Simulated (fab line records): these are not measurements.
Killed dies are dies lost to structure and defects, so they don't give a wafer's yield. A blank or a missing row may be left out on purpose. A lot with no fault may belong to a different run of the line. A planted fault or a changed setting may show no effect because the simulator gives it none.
Which tool was responsible?    flow sky130    39 wafers from 13 lots sampled at 4 of the route's 708 steps

WHAT THE GAUGES READ, wafer by wafer
SKY_LDD_LDN_OVL_MEAS_07. Usual: LDD_LDN_OVL gives -0.6 nm (standard deviation 1.2).
lot   measured      on          LDD_LDN_OVL (nm)  flag
L783  day 24 08:08  overlay-02  -1.2 -0.5 -1.4    
L782  day 24 09:25  overlay-02  -2.0 -1.4 -1.7    
L781  day 24 09:52  overlay-02  -1.4 -0.6 0.2     
L785  day 24 14:49  overlay-01  -2.1 -1.5 -1.7    
L786  day 24 16:26  overlay-01  2.2 1.4 -0.4      
L784  day 24 16:32  overlay-02  -1.5 -2.1 0.0     
L788  day 25 06:22  overlay-02  1.8 0.4 -0.3      
L790  day 26 02:02  overlay-01  0.9 -0.1 0.9      
L791  day 27 13:08  overlay-01  -0.9 -1.5 -2.1    
L793  day 27 19:31  overlay-02  0.4 0.8 0.8       
L796  day 28 09:43  overlay-02  0.7 -1.8 -0.5     
L795  day 28 12:35  overlay-02  0.7 0.5 0.1       
L798  day 28 21:58  overlay-02  -0.3 -1.2 -0.5    

SKY_SD_P_OVL_MEAS_08. Usual: SD_P_OVL gives -0.1 nm (standard deviation 1.5).
lot   measured      on          SD_P_OVL (nm)                        flag
L783  day 26 21:33  overlay-02  -0.4 0.2 0.3                         
L782  day 26 23:47  overlay-01  -1.0 0.2 0.4                         
L781  day 27 00:32  overlay-01  -1.8 -0.3 1.0                        
L785  day 27 03:34  overlay-01  1.9 2.7 0.1                          
L786  day 27 04:23  overlay-02  -2.1 0.9 0.1                         
L784  day 27 07:12  overlay-02  -58.3 -57.8 -56.8 -57.6 -57.4 -56.7  OFF
L788  day 27 17:24  overlay-01  1.2 1.7 1.4                          
L790  day 28 13:57  overlay-02  -58.3 -57.6 -56.5 -56.7 -56.4 -55.6  OFF
L791  day 29 23:44  overlay-02  -60.2 -59.8 -56.2 -59.0 -59.4 -56.1  OFF
L793  day 30 07:38  overlay-01  -1.4 0.5 0.5                         
L796  day 30 19:59  overlay-01  0.3 1.9 0.1                          
L795  day 30 23:30  overlay-01  -57.4 -60.0 -59.0 -57.3 -59.4 -57.6  OFF
L798  day 31 08:14  overlay-02  -0.8 -0.4 -2.2                       

EACH LOT AND THE TOOL THAT RAN IT (in order: tool; ch and the chambers of the sampled wafers; start)
lot   SKY_LDD_HVN_STRIP_09                 SKY_SD_P_EXPOSE_04
L783  plasmaAsher-02 ch 0,1, day 21 21:07  ilineStepper-01 ch 0, day 26 07:58
L782  plasmaAsher-02 ch 0,1, day 21 21:54  ilineStepper-01 ch 0, day 26 10:11
L781  plasmaAsher-01 ch 0,1, day 21 22:12  ilineStepper-01 ch 0, day 26 10:49
L785  plasmaAsher-02 ch 0,1, day 22 04:24  ilineStepper-01 ch 0, day 26 13:23
L786  plasmaAsher-01 ch 0,1, day 22 06:07  ilineStepper-01 ch 0, day 26 14:15
L784  plasmaAsher-01 ch 0,1, day 22 06:34  ilineStepper-01 ch 0, day 26 17:01
L788  plasmaAsher-02 ch 0,1, day 22 19:01  ilineStepper-02 ch 0, day 27 04:07
L790  plasmaAsher-01 ch 0,1, day 23 14:22  ilineStepper-01 ch 0, day 27 23:11
L791  plasmaAsher-01 ch 0,1, day 25 03:09  ilineStepper-01 ch 0, day 29 09:18
L793  plasmaAsher-01 ch 1, day 25 10:31    ilineStepper-02 ch 0, day 29 18:16
L796  plasmaAsher-01 ch 0,1, day 26 01:58  ilineStepper-02 ch 0, day 30 06:37
L795  plasmaAsher-03 ch 0,1, day 26 03:43  ilineStepper-01 ch 0, day 30 09:26
L798  plasmaAsher-01 ch 0,1, day 26 13:10  ilineStepper-02 ch 0, day 30 18:34
- SKY_LDD_HVN_STRIP_09: strips in O2/N2.
- SKY_SD_P_EXPOSE_04: exposes mask PSDM, target cd 380 nm.

AS READ BY THE TOOLS THEMSELVES (means over the sampled wafers that have a number; for cases with no such wafer, the mark the record gives instead)
SKY_LDD_HVN_STRIP_09. Usual: drypumpMotorCurrentA 5.74 A, standard deviation 0.3; oesProductAu 0.408 a.u., standard deviation 0.0047; stripTimeToEndpointS 4.129 s, standard deviation 0.016.
lot   tool            drypumpMotorCurrentA (A)  oesProductAu (a.u.)  stripTimeToEndpointS (s)  flag
L783  plasmaAsher-02  5.60                      0.402                4.112                     
L782  plasmaAsher-02  5.61                      0.408                4.135                     
L781  plasmaAsher-01  5.73                      0.408                4.145                     
L785  plasmaAsher-02  5.61                      0.415                4.130                     
L786  plasmaAsher-01  5.81                      0.409                4.129                     
L784  plasmaAsher-01  5.79                      0.410                4.149                     
L788  plasmaAsher-02  5.90                      0.399                4.102                     
L790  plasmaAsher-01  5.79                      0.401                4.140                     
L791  plasmaAsher-01  5.79                      0.411                4.152                     
L793  plasmaAsher-01  5.71                      0.408                4.133                     
L796  plasmaAsher-01  5.77                      0.405                4.113                     
L795  plasmaAsher-03  5.79                      0.413                4.126                     
L798  plasmaAsher-01  5.74                      0.409                4.132                     

THE ANSWER, worked out from the rows above alone
Rule: take the mean of a lot's wafers that have a number; if it is more than 3 standard deviations from the usual mean, the lot is off. Also off: a lot with no number at a reading for which 4 or more lots have one. The other lots that the step has rows for count as sound. Order of review: gauges by route order, followed by the tools' own readings, for which a lot's mean as printed above is used. At the first step where some lot is off, the reading lying furthest off is the one used; lots without a number count as furthest.
Off: L784, L790, L791, L795, seen at SKY_SD_P_OVL_MEAS_08 (SD_P_OVL).
A tool fits if, at a process step before that reading, it ran every lot that is off, and no sound lot after the first of them. Those tools and the gauges at SKY_SD_P_OVL_MEAS_08 are tried in the same way. One fits: SKY_SD_P_EXPOSE_04 on ilineStepper-01. Its last sound lot is L786 (day 26 14:15), its first lot that is off L784 (day 26 17:01): a fault that began between those two fits.

WHAT HAD BEEN PUT IN BY THE SIMULATOR
Scanner matching overlay: ilineStepper-01, from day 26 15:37 on, at SKY_SD_P_EXPOSE_04. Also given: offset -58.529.
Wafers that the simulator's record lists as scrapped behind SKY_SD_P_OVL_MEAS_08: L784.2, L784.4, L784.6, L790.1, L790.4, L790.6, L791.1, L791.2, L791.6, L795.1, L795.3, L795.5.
Lots struck among those shown: L784, L790, L791, L795. The rule above found the same.
